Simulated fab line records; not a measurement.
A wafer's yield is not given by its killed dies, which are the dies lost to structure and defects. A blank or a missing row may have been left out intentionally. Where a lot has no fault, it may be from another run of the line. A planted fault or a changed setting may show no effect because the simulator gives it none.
Which tool was responsible?    flow gf180mcu    33 wafers from 11 lots sampled at 6 of the route's 602 steps

== WHAT THE GAUGES SHOWED, per wafer ==
GF_VT_IMPLANT_TW_MEAS_43.
lot   measured      on             VT_IMPLANT_4_TW
L854  day 7 16:04   film-metro-03  698 702 696
L856  day 8 10:52   film-metro-03  695 694 693
L855  day 8 11:32   film-metro-04  683 680 685
L858  day 8 18:38   film-metro-02  691 694 696
L864  day 10 02:22  film-metro-02  701 697 694
L865  day 10 10:11  film-metro-02  31 31 31
L869  day 11 14:57  film-metro-02  695 694 696
L872  day 12 11:11  film-metro-02  694 694 697
L875  day 13 09:20  film-metro-02  698 695 694
L876  day 13 15:19  film-metro-02  691 690 695
L877  day 13 20:46  film-metro-03  692 693 689

GF_POLY_GATE_THK_MEAS_17.
lot   measured      on             POLY_GATE_OXIDATION_THK (nm)
L854  day 9 08:43   film-metro-03  4.11 4.04 4.07
L856  day 10 05:59  film-metro-03  3.88 3.91 3.92
L855  day 10 04:44  film-metro-01  3.97 4.02 4.01
L858  day 10 17:35  film-metro-02  4.01 3.96 3.99
L864  day 11 22:40  film-metro-03  4.18 4.12 3.96
L869  day 13 14:22  film-metro-02  4.01 4.05 4.04
L872  day 14 14:57  film-metro-02  4.03 3.94 3.88
L875  day 15 16:46  film-metro-03  3.95 3.93 3.99
L876  day 15 17:49  film-metro-02  3.94 4.01 3.87
L877  day 16 02:02  film-metro-01  3.87 4.00 3.93

GF_CONTACT_OVL_MEAS_15.
lot   measured      on          CONTACT_OVL (nm)
L854  day 16 02:22  overlay-02  -1 -5 -2
L856  day 17 06:49  overlay-02  18 10 17
L855  day 17 03:16  overlay-01  1 3 4
L858  day 17 21:59  overlay-01  -3 -3 0
L864  day 19 11:04  overlay-02  -5 5 4
L869  day 21 09:25  overlay-01  -3 -2 -7
L872  day 22 15:50  overlay-01  9 2 8
L875  day 23 18:28  overlay-01  17 14 18
L876  day 23 19:13  overlay-02  2 -2 2
L877  day 24 02:09  overlay-01  7 3 4

== WHICH TOOL RAN EACH LOT (tool, then ch and the chambers of the sampled wafers, then the start) ==
lot   GF_MVSD_STRIP_10                     GF_VT_IMPLANT_STRIP_31                GF_VT_IMPLANT_STRIP_42
L854  plasma-asher-04 ch 0,1, day 4 14:00  plasma-asher-02 ch 0,1, day 7 00:26   plasma-asher-04 ch 0,1, day 7 15:58
L856  plasma-asher-03 ch 0,1, day 5 06:34  plasma-asher-04 ch 0,1, day 7 18:52   plasma-asher-02 ch 0,1, day 8 10:46
L855  plasma-asher-04 ch 0,1, day 5 06:55  plasma-asher-01 ch 0,1, day 7 19:14   plasma-asher-04 ch 0,1, day 8 11:26
L858  plasma-asher-03 ch 0,1, day 5 13:21  plasma-asher-04 ch 1, day 8 01:32     plasma-asher-01 ch 0, day 8 18:32
L864  plasma-asher-03 ch 0,1, day 6 17:43  plasma-asher-04 ch 0,1, day 9 09:35   plasma-asher-01 ch 0,1, day 10 02:16
L865  plasma-asher-03 ch 0,1, day 7 00:27  plasma-asher-02 ch 0,1, day 9 16:38   plasma-asher-01 ch 0,1, day 10 10:05
L869  plasma-asher-03 ch 0,1, day 8 00:55  plasma-asher-04 ch 1, day 10 20:13    plasma-asher-01 ch 0,1, day 11 14:50
L872  plasma-asher-04 ch 0,1, day 8 18:25  plasma-asher-01 ch 0,1, day 11 16:49  plasma-asher-02 ch 0,1, day 12 11:04
L875  plasma-asher-03 ch 0,1, day 9 12:22  plasma-asher-01 ch 0,1, day 12 13:34  plasma-asher-01 ch 0,1, day 13 09:13
L876  plasma-asher-01 ch 0,1, day 9 17:04  plasma-asher-02 ch 0,1, day 12 18:37  plasma-asher-02 ch 0,1, day 13 15:13
L877  plasma-asher-03 ch 0, day 9 22:34    plasma-asher-02 ch 0,1, day 13 00:55  plasma-asher-01 ch 0,1, day 13 20:40
- GF_MVSD_STRIP_10: strips in O2/N2.
- GF_VT_IMPLANT_STRIP_31: strips in O2/N2.
- GF_VT_IMPLANT_STRIP_42: strips in O2/N2.

== WHAT THE TOOLS THEMSELVES READ (means of the sampled wafers that have a number; where no wafer has one, the mark that the record gives instead) ==
GF_MVSD_STRIP_10.
lot   tool             drypump-motor-current-A (A)  heater-power-w (W)  oes-product-au (a.u.)  strip-time-to-endpoint-s (s)
L854  plasma-asher-04  5.6                          350                 0.720                  37.01
L856  plasma-asher-03  5.6                          348                 0.716                  37.02
L855  plasma-asher-04  5.6                          350                 0.722                  36.92
L858  plasma-asher-03  5.6                          354                 0.727                  36.93
L864  plasma-asher-03  6.0                          339                 0.722                  36.90
L865  plasma-asher-03  5.6                          353                 0.723                  37.00
L869  plasma-asher-03  5.6                          354                 0.716                  36.80
L872  plasma-asher-04  5.6                          362                 0.726                  36.88
L875  plasma-asher-03  5.6                          355                 0.724                  36.96
L876  plasma-asher-01  5.5                          356                 0.716                  36.99
L877  plasma-asher-03  5.2                          355                 0.721                  36.96

GF_VT_IMPLANT_STRIP_31.
lot   tool             drypump-motor-current-A (A)  heater-power-w (W)  oes-product-au (a.u.)  strip-time-to-endpoint-s (s)
L854  plasma-asher-02  5.43                         331                 0.715                  12.61
L856  plasma-asher-04  5.58                         351                 0.716                  12.66
L855  plasma-asher-01  5.50                         356                 0.720                  12.60
L858  plasma-asher-04  5.75                         369                 0.716                  12.62
L864  plasma-asher-04  5.59                         343                 0.711                  12.62
L865  plasma-asher-02  5.43                         327                 0.951                  -
L869  plasma-asher-04  5.75                         373                 0.719                  12.65
L872  plasma-asher-01  5.52                         348                 0.712                  12.62
L875  plasma-asher-01  5.31                         336                 0.715                  12.59
L876  plasma-asher-02  5.43                         330                 0.714                  12.64
L877  plasma-asher-02  5.42                         329                 0.716                  12.57

GF_VT_IMPLANT_STRIP_42.
lot   tool             drypump-motor-current-A (A)  heater-power-w (W)  oes-product-au (a.u.)  strip-time-to-endpoint-s (s)
L854  plasma-asher-04  5.58                         347                 0.717                  12.63
L856  plasma-asher-02  5.42                         333                 0.714                  12.61
L855  plasma-asher-04  5.68                         356                 0.713                  12.66
L858  plasma-asher-01  5.74                         368                 0.712                  12.58
L864  plasma-asher-01  5.52                         354                 0.713                  12.63
L865  plasma-asher-01  5.52                         360                 0.710                  15.57
L869  plasma-asher-01  5.30                         340                 0.719                  12.70
L872  plasma-asher-02  5.44                         327                 0.722                  12.64
L875  plasma-asher-01  5.51                         359                 0.717                  12.58
L876  plasma-asher-02  5.42                         337                 0.714                  12.68
L877  plasma-asher-01  5.30                         336                 0.718                  12.63

== THE ANSWER, worked out from the rows above alone ==
Rule: usual is defined by the lots themselves. The widest of any qualifying gaps counts: lots, ordered by their means at a reading, are off when they make up no more than a third of the lots, leave a main group of 4 or more, and stand apart from it by 3 or more times the standard deviation of that group's means. A main group is skipped when, at the precision printed for the reading in the tables above, its means are all equal. Also off: a lot with no number at a reading for which 4 or more lots have one. All remaining lots with rows at the step are treated as sound. First the gauges in route order, then the tools' own readings, where a lot's mean is used as printed above. The first step at which some lot is off is used, and at that step the reading that is off furthest; a lot without a number counts as furthest.
Off: L865, seen at GF_VT_IMPLANT_TW_MEAS_43 (VT_IMPLANT_4_TW). Mean 694 and standard deviation 4.2 in the main group.
A tool fits if, at a process step before that reading, it ran every lot that is off, and no sound lot after the first of them. The gauges at GF_VT_IMPLANT_TW_MEAS_43 aren't tried: what is off there is off at GF_VT_IMPLANT_STRIP_31 too, on other tools, and a gauge's error can't cause that. No candidate that was tried fits.

== WHAT THE SIMULATOR PUT IN ==
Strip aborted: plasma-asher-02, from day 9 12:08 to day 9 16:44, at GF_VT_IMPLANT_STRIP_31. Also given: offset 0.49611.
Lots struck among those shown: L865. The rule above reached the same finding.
